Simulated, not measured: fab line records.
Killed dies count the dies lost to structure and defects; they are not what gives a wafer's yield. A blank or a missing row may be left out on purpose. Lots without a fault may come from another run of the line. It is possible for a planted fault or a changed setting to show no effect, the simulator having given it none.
Which tool was responsible? :: flow gf180mcu :: Sampling: 24 lots, 72 wafers, 4 of 602 route steps

WHAT THE GAUGES READ, wafer by wafer
GF_M3_RS_MEAS_05: measures by four-point-probe. Usual: for M3_ALCU_RS the level is 0.0696 ohm/sq and the standard deviation is 0.00073.
lot: L074
measured: day 20 04:58
on: film metro-02
M3_ALCU_RS (ohm/sq): 0.0714 0.0706 0.0695
flag: 

lot: L075
measured: day 20 13:44
on: film metro-03
M3_ALCU_RS (ohm/sq): 0.0689 0.0690 0.0686
flag: 

lot: L076
measured: day 20 20:32
on: film metro-03
M3_ALCU_RS (ohm/sq): 0.0681 0.0694 0.0692
flag: 

lot: L077
measured: day 21 08:45
on: film metro-03
M3_ALCU_RS (ohm/sq): 0.0696 0.0688 0.0694
flag: 

lot: L078
measured: day 21 18:07
on: film metro-02
M3_ALCU_RS (ohm/sq): 0.0701 0.0698 0.0696
flag: 

lot: L079
measured: day 22 05:43
on: film metro-02
M3_ALCU_RS (ohm/sq): 0.0697 0.0695 0.0692
flag: 

lot: L080
measured: day 22 15:46
on: film metro-03
M3_ALCU_RS (ohm/sq): 0.0708 0.0703 0.0701
flag: 

lot: L081
measured: day 23 03:03
on: film metro-03
M3_ALCU_RS (ohm/sq): 0.0698 0.0698 0.0701
flag: 

lot: L083
measured: day 23 12:40
on: film metro-04
M3_ALCU_RS (ohm/sq): 0.0693 0.0698 0.0685
flag: 

lot: L082
measured: day 23 17:35
on: film metro-04
M3_ALCU_RS (ohm/sq): 0.0703 0.0709 0.0711
flag: 

lot: L084
measured: day 24 12:02
on: film metro-02
M3_ALCU_RS (ohm/sq): 0.0703 0.0694 0.0707
flag: 

lot: L085
measured: day 24 21:19
on: film metro-02
M3_ALCU_RS (ohm/sq): 0.0704 0.0695 0.0688
flag: 

lot: L086
measured: day 24 23:35
on: film metro-02
M3_ALCU_RS (ohm/sq): 0.0695 0.0691 0.0693
flag: 

lot: L087
measured: day 25 07:57
on: film metro-03
M3_ALCU_RS (ohm/sq): 0.0689 0.0710 0.0705
flag: 

lot: L088
measured: day 25 15:31
on: film metro-02
M3_ALCU_RS (ohm/sq): 0.0691 0.0686 0.0684
flag: 

lot: L089
measured: day 26 02:06
on: film metro-04
M3_ALCU_RS (ohm/sq): 0.0681 0.0690 0.0691
flag: 

lot: L090
measured: day 26 06:41
on: film metro-03
M3_ALCU_RS (ohm/sq): 0.0688 0.0687 0.0688
flag: 

lot: L091
measured: day 26 07:49
on: film metro-03
M3_ALCU_RS (ohm/sq): 0.0698 0.0706 0.0694
flag: 

lot: L092
measured: day 26 16:38
on: film metro-02
M3_ALCU_RS (ohm/sq): 0.0696 0.0691 0.0696
flag: 

lot: L093
measured: day 26 19:25
on: film metro-04
M3_ALCU_RS (ohm/sq): 0.0704 0.0698 0.0700
flag: 

lot: L094
measured: day 27 09:56
on: film metro-03
M3_ALCU_RS (ohm/sq): 0.0695 0.0700 0.0689
flag: 

lot: L095
measured: day 27 11:41
on: film metro-02
M3_ALCU_RS (ohm/sq): 0.0692 0.0700 0.0688
flag: 

lot: L096
measured: day 27 16:53
on: film metro-03
M3_ALCU_RS (ohm/sq): 0.0694 0.0709 0.0698
flag: 

lot: L097
measured: day 28 01:10
on: film metro-02
M3_ALCU_RS (ohm/sq): 0.0704 0.0701 0.0705
flag: 

GF_V4_THK_MEAS_03. Usual: for V4_CVD_02_THK the level is 850 nm and the standard deviation is 9.6.
lot: L074
measured: day 23 08:35
on: film metro-01
V4_CVD_02_THK (nm): 842 845 854
flag: 

lot: L075
measured: day 23 15:31
on: film metro-01
V4_CVD_02_THK (nm): 844 861 857
flag: 

lot: L076
measured: day 23 22:22
on: film metro-03
V4_CVD_02_THK (nm): 848 836 854
flag: 

lot: L077
measured: day 24 10:39
on: film metro-01
V4_CVD_02_THK (nm): 842 857 844
flag: 

lot: L078
measured: day 24 18:21
on: film metro-01
V4_CVD_02_THK (nm): 843 837 849
flag: 

lot: L079
measured: day 25 05:05
on: film metro-04
V4_CVD_02_THK (nm): 843 839 862
flag: 

lot: L080
measured: day 25 14:13
on: film metro-04
V4_CVD_02_THK (nm): 842 840 833
flag: 

lot: L081
measured: day 26 01:12
on: film metro-04
V4_CVD_02_THK (nm): 846 852 867
flag: 

lot: L083
measured: day 26 10:37
on: film metro-03
V4_CVD_02_THK (nm): 847 858 845
flag: 

lot: L082
measured: day 26 14:35
on: film metro-04
V4_CVD_02_THK (nm): 839 856 840
flag: 

lot: L084
measured: day 27 07:11
on: film metro-01
V4_CVD_02_THK (nm): 843 867 862
flag: 

lot: L085
measured: day 27 16:38
on: film metro-01
V4_CVD_02_THK (nm): 852 844 867
flag: 

lot: L086
measured: day 27 17:45
on: film metro-04
V4_CVD_02_THK (nm): 847 868 848
flag: 

lot: L087
measured: day 28 01:56
on: film metro-01
V4_CVD_02_THK (nm): 858 846 858
flag: 

lot: L088
measured: day 28 09:15
on: film metro-04
V4_CVD_02_THK (nm): 846 849 864
flag: 

lot: L089
measured: day 28 17:57
on: film metro-04
V4_CVD_02_THK (nm): 844 845 859
flag: 

lot: L090
measured: day 28 22:49
on: film metro-03
V4_CVD_02_THK (nm): 837 845 863
flag: 

lot: L091
measured: day 28 23:28
on: film metro-04
V4_CVD_02_THK (nm): 839 851 847
flag: 

lot: L092
measured: day 29 08:26
on: film metro-03
V4_CVD_02_THK (nm): 828 846 850
flag: 

lot: L093
measured: day 29 11:11
on: film metro-03
V4_CVD_02_THK (nm): 842 844 856
flag: 

lot: L094
measured: day 29 23:53
on: film metro-01
V4_CVD_02_THK (nm): 850 865 850
flag: 

lot: L095
measured: day 30 02:07
on: film metro-03
V4_CVD_02_THK (nm): 834 841 853
flag: 

lot: L096
measured: day 30 06:01
on: film metro-01
V4_CVD_02_THK (nm): 845 863 860
flag: 

lot: L097
measured: day 30 12:20
on: film metro-03
V4_CVD_02_THK (nm): 851 854 858
flag: 

WHAT TOOL EACH LOT RAN ON (gives the tool, then ch and the chambers of the sampled wafers, and finally the start)
lot: L074
GF_SALICIDE_RTA_06: rtp anneal-01 ch 0, day 14 23:55
GF_CONTACT_CVD_24: cvd w-02 ch 0,1, day 15 23:40

lot: L075
GF_SALICIDE_RTA_06: rtp anneal-02 ch 0, day 15 08:35
GF_CONTACT_CVD_24: cvd w-01 ch 0,1, day 16 07:47

lot: L076
GF_SALICIDE_RTA_06: rtp anneal-02 ch 0, day 15 15:41
GF_CONTACT_CVD_24: cvd w-02 ch 1, day 16 15:03

lot: L077
GF_SALICIDE_RTA_06: rtp anneal-01 ch 0, day 16 02:47
GF_CONTACT_CVD_24: cvd w-02 ch 0,1, day 17 02:47

lot: L078
GF_SALICIDE_RTA_06: rtp anneal-01 ch 0, day 16 10:56
GF_CONTACT_CVD_24: cvd w-02 ch 0,1, day 17 10:55

lot: L079
GF_SALICIDE_RTA_06: rtp anneal-02 ch 0, day 16 22:43
GF_CONTACT_CVD_24: cvd w-02 ch 0,1, day 17 23:35

lot: L080
GF_SALICIDE_RTA_06: rtp anneal-02 ch 0, day 17 07:07
GF_CONTACT_CVD_24: cvd w-01 ch 0,1, day 18 07:24

lot: L081
GF_SALICIDE_RTA_06: rtp anneal-02 ch 0, day 17 18:30
GF_CONTACT_CVD_24: cvd w-01 ch 0,1, day 18 19:33

lot: L083
GF_SALICIDE_RTA_06: rtp anneal-01 ch 0, day 18 05:17
GF_CONTACT_CVD_24: cvd w-01 ch 0,1, day 19 06:07

lot: L082
GF_SALICIDE_RTA_06: rtp anneal-01 ch 0, day 18 09:11
GF_CONTACT_CVD_24: cvd w-02 ch 0,1, day 19 11:21

lot: L084
GF_SALICIDE_RTA_06: rtp anneal-02 ch 0, day 19 04:31
GF_CONTACT_CVD_24: cvd w-01 ch 0,1, day 20 06:44

lot: L085
GF_SALICIDE_RTA_06: rtp anneal-01 ch 0, day 19 16:18
GF_CONTACT_CVD_24: cvd w-02 ch 0,1, day 20 17:56

lot: L086
GF_SALICIDE_RTA_06: rtp anneal-02 ch 0, day 19 19:39
GF_CONTACT_CVD_24: cvd w-02 ch 0,1, day 20 21:47

lot: L087
GF_SALICIDE_RTA_06: rtp anneal-02 ch 0, day 20 04:04
GF_CONTACT_CVD_24: cvd w-02 ch 0,1, day 21 05:38

lot: L088
GF_SALICIDE_RTA_06: rtp anneal-02 ch 0, day 20 11:55
GF_CONTACT_CVD_24: cvd w-02 ch 0,1, day 21 13:29

lot: L089
GF_SALICIDE_RTA_06: rtp anneal-02 ch 0, day 21 01:27
GF_CONTACT_CVD_24: cvd w-01 ch 1, day 22 02:37

lot: L090
GF_SALICIDE_RTA_06: rtp anneal-02 ch 0, day 21 05:29
GF_CONTACT_CVD_24: cvd w-01 ch 0,1, day 22 06:35

lot: L091
GF_SALICIDE_RTA_06: rtp anneal-02 ch 0, day 21 06:24
GF_CONTACT_CVD_24: cvd w-01 ch 0,1, day 22 07:45

lot: L092
GF_SALICIDE_RTA_06: rtp anneal-02 ch 0, day 21 17:36
GF_CONTACT_CVD_24: cvd w-01 ch 0,1, day 22 17:44

lot: L093
GF_SALICIDE_RTA_06: rtp anneal-02 ch 0, day 21 19:38
GF_CONTACT_CVD_24: cvd w-01 ch 0,1, day 22 20:30

lot: L094
GF_SALICIDE_RTA_06: rtp anneal-02 ch 0, day 22 14:30
GF_CONTACT_CVD_24: cvd w-02 ch 0,1, day 23 14:22

lot: L095
GF_SALICIDE_RTA_06: rtp anneal-01 ch 0, day 22 15:28
GF_CONTACT_CVD_24: cvd w-01 ch 0,1, day 23 15:34

lot: L096
GF_SALICIDE_RTA_06: rtp anneal-01 ch 0, day 22 20:49
GF_CONTACT_CVD_24: cvd w-01 ch 0,1, day 23 21:04

lot: L097
GF_SALICIDE_RTA_06: rtp anneal-01 ch 0, day 23 05:43
GF_CONTACT_CVD_24: cvd w-02 ch 0,1, day 24 05:46
- GF_SALICIDE_RTA_06: time 30 s.
- GF_CONTACT_CVD_24: deposits W, target thk 300 nm, time 90.339 s.

WHAT THE TOOLS THEMSELVES READ (means of the sampled wafers that have a number; where no wafer has one, the mark that the record gives instead)
GF_SALICIDE_RTA_06. Usual: lamp power pct 5.8 %, standard deviation 0.32; wafer_temp_C_max 532.1, standard deviation 0.93.
lot: L074
tool: rtp anneal-01
lamp power pct (%): 6.2
wafer_temp_C_max: 532.7
flag: 

lot: L075
tool: rtp anneal-02
lamp power pct (%): 5.6
wafer_temp_C_max: 531.8
flag: 

lot: L076
tool: rtp anneal-02
lamp power pct (%): 5.6
wafer_temp_C_max: 531.2
flag: 

lot: L077
tool: rtp anneal-01
lamp power pct (%): 6.2
wafer_temp_C_max: 533.4
flag: 

lot: L078
tool: rtp anneal-01
lamp power pct (%): 6.2
wafer_temp_C_max: 533.1
flag: 

lot: L079
tool: rtp anneal-02
lamp power pct (%): 5.6
wafer_temp_C_max: 531.9
flag: 

lot: L080
tool: rtp anneal-02
lamp power pct (%): 5.6
wafer_temp_C_max: 531.5
flag: 

lot: L081
tool: rtp anneal-02
lamp power pct (%): 5.6
wafer_temp_C_max: 531.2
flag: 

lot: L083
tool: rtp anneal-01
lamp power pct (%): 6.2
wafer_temp_C_max: 533.3
flag: 

lot: L082
tool: rtp anneal-01
lamp power pct (%): 6.2
wafer_temp_C_max: 533.5
flag: 

lot: L084
tool: rtp anneal-02
lamp power pct (%): 5.6
wafer_temp_C_max: 531.3
flag: 

lot: L085
tool: rtp anneal-01
lamp power pct (%): 6.2
wafer_temp_C_max: 533.8
flag: 

lot: L086
tool: rtp anneal-02
lamp power pct (%): 5.6
wafer_temp_C_max: 531.3
flag: 

lot: L087
tool: rtp anneal-02
lamp power pct (%): 5.6
wafer_temp_C_max: 531.8
flag: 

lot: L088
tool: rtp anneal-02
lamp power pct (%): 5.6
wafer_temp_C_max: 531.6
flag: 

lot: L089
tool: rtp anneal-02
lamp power pct (%): 5.6
wafer_temp_C_max: 531.6
flag: 

lot: L090
tool: rtp anneal-02
lamp power pct (%): 5.6
wafer_temp_C_max: 531.7
flag: 

lot: L091
tool: rtp anneal-02
lamp power pct (%): 5.6
wafer_temp_C_max: 531.3
flag: 

lot: L092
tool: rtp anneal-02
lamp power pct (%): 5.6
wafer_temp_C_max: 531.2
flag: 

lot: L093
tool: rtp anneal-02
lamp power pct (%): 5.6
wafer_temp_C_max: 531.5
flag: 

lot: L094
tool: rtp anneal-02
lamp power pct (%): 5.6
wafer_temp_C_max: 531.5
flag: 

lot: L095
tool: rtp anneal-01
lamp power pct (%): 6.2
wafer_temp_C_max: 532.7
flag: 

lot: L096
tool: rtp anneal-01
lamp power pct (%): 6.2
wafer_temp_C_max: 532.8
flag: 

lot: L097
tool: rtp anneal-01
lamp power pct (%): 6.2
wafer_temp_C_max: 533.3
flag: 

GF_CONTACT_CVD_24. Usual: heater power w 826 W, standard deviation 98.
lot: L074
tool: cvd w-02
heater power w (W): 763
flag: 

lot: L075
tool: cvd w-01
heater power w (W): 847
flag: 

lot: L076
tool: cvd w-02
heater power w (W): 686
flag: 

lot: L077
tool: cvd w-02
heater power w (W): 758
flag: 

lot: L078
tool: cvd w-02
heater power w (W): 773
flag: 

lot: L079
tool: cvd w-02
heater power w (W): 852
flag: 

lot: L080
tool: cvd w-01
heater power w (W): 852
flag: 

lot: L081
tool: cvd w-01
heater power w (W): 847
flag: 

lot: L083
tool: cvd w-01
heater power w (W): 854
flag: 

lot: L082
tool: cvd w-02
heater power w (W): 862
flag: 

lot: L084
tool: cvd w-01
heater power w (W): 807
flag: 

lot: L085
tool: cvd w-02
heater power w (W): 855
flag: 

lot: L086
tool: cvd w-02
heater power w (W): 767
flag: 

lot: L087
tool: cvd w-02
heater power w (W): 775
flag: 

lot: L088
tool: cvd w-02
heater power w (W): 859
flag: 

lot: L089
tool: cvd w-01
heater power w (W): 790
flag: 

lot: L090
tool: cvd w-01
heater power w (W): 822
flag: 

lot: L091
tool: cvd w-01
heater power w (W): 817
flag: 

lot: L092
tool: cvd w-01
heater power w (W): 862
flag: 

lot: L093
tool: cvd w-01
heater power w (W): 860
flag: 

lot: L094
tool: cvd w-02
heater power w (W): 874
flag: 

lot: L095
tool: cvd w-01
heater power w (W): 865
flag: 

lot: L096
tool: cvd w-01
heater power w (W): 866
flag: 

lot: L097
tool: cvd w-02
heater power w (W): 877
flag: 

THE ANSWER, worked out from the rows above alone
Rule: lot off if the mean of its wafers having a number is beyond 3 standard deviations from the usual mean. Also off: a lot with no number at a reading for which 4 or more lots have one. All remaining lots with rows at the step are treated as sound. First the gauges in route order, then the tools' own readings, where a lot's mean is used as printed above. The first step at which some lot is off is used, and at that step the reading that is off furthest; a lot without a number counts as furthest.
No lot is off on any of the readings shown, so nothing can be concluded from this.

WHAT THE SIMULATOR HAD INSERTED
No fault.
